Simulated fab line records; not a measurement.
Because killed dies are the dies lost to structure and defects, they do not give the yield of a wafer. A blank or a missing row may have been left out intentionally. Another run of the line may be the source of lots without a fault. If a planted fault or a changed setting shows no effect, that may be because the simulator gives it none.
2 desks looking at one fault    flow sky130    only its own numbers are on each desk; what lay behind them is given at the end

FROM THE METROLOGY DESK
Means of the sampled wafers that have a number, per lot and without regard to the tool the lot ran on: this is what the gauges read. Marked OUT: a lot whose mean sits more than 4 standard deviations from the usual mean, which makes it out of limits; the brackets give that distance.
Columns: A = LI_CONTACT_BOW at SKY_LI_CONTACT_BOW_MEAS_03, usual 57 um; B = VIA2_HDPCVD_THK at SKY_VIA2_THK_MEAS_01, usual 1183 nm
lot   first seen here  A   B
L165  day 27 21:48     60  1186
L168  day 29 09:11     55  1172
L170  day 29 20:36     61  1170
L171  day 30 06:40     54  1183
L174  day 30 23:26     69  1376 (+16) OUT
L175  day 31 11:53     56  1287 (+8.7) OUT
L176  day 32 00:01     62  1191
L182  day 33 17:37     56  1192
L185  day 34 14:28     48  1177
L186  day 35 01:56     58  1192
L188  day 35 21:19     53  1194
Per this desk, out of limits: L174, L175; the first was L174, day 38 01:14 (VIA2_HDPCVD_THK at SKY_VIA2_THK_MEAS_01). L165, L168, L170, L171, L176, L182, L185, L186, L188: within limits.

TOOL OWNER'S DESK, hdpcvd-01
The tool's own readings at SKY_VIA2_HDPCVD_00 (deposits SiO2, target thk 1180 nm, time 196.7 s): means of the sampled wafers that have a number, for each lot that ran on this tool. Marked OUT: a lot whose mean sits more than 4 standard deviations from the usual mean, which makes it out of limits; the brackets give that distance.
Columns: A = run_length_s at SKY_VIA2_HDPCVD_00, usual 224.0 s
lot   first seen here  A
L170  day 36 22:53     224.5
L174  day 38 01:06     258.7 (+77) OUT
L175  day 38 10:16     241.8 (+40) OUT
L185  day 41 07:43     223.6
L188  day 42 11:36     223.9
This desk's verdict: out of limits on L174, L175, starting with L174 at day 38 01:06 (run_length_s at SKY_VIA2_HDPCVD_00). L170, L185, L188: within limits.

BROUGHT TOGETHER
On L174, L175, at day 38 01:06, an alarm was possible from the tool owner's desk.
L174, L175 would have let the metrology desk raise an alarm at day 38 01:14.
All the named lots went through SKY_VIA2_HDPCVD_00 on hdpcvd-01.

WHAT THE SIMULATOR HAD PUT IN
hdpcvd-01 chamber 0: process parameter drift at SKY_VIA2_HDPCVD_00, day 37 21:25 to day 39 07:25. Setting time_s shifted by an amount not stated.
Shown lots that were struck: L174, L175.
Delay (hours) between the fault's onset and each desk's first out-of-limits reading: 4 at the tool owner's desk, 4 at the metrology desk.
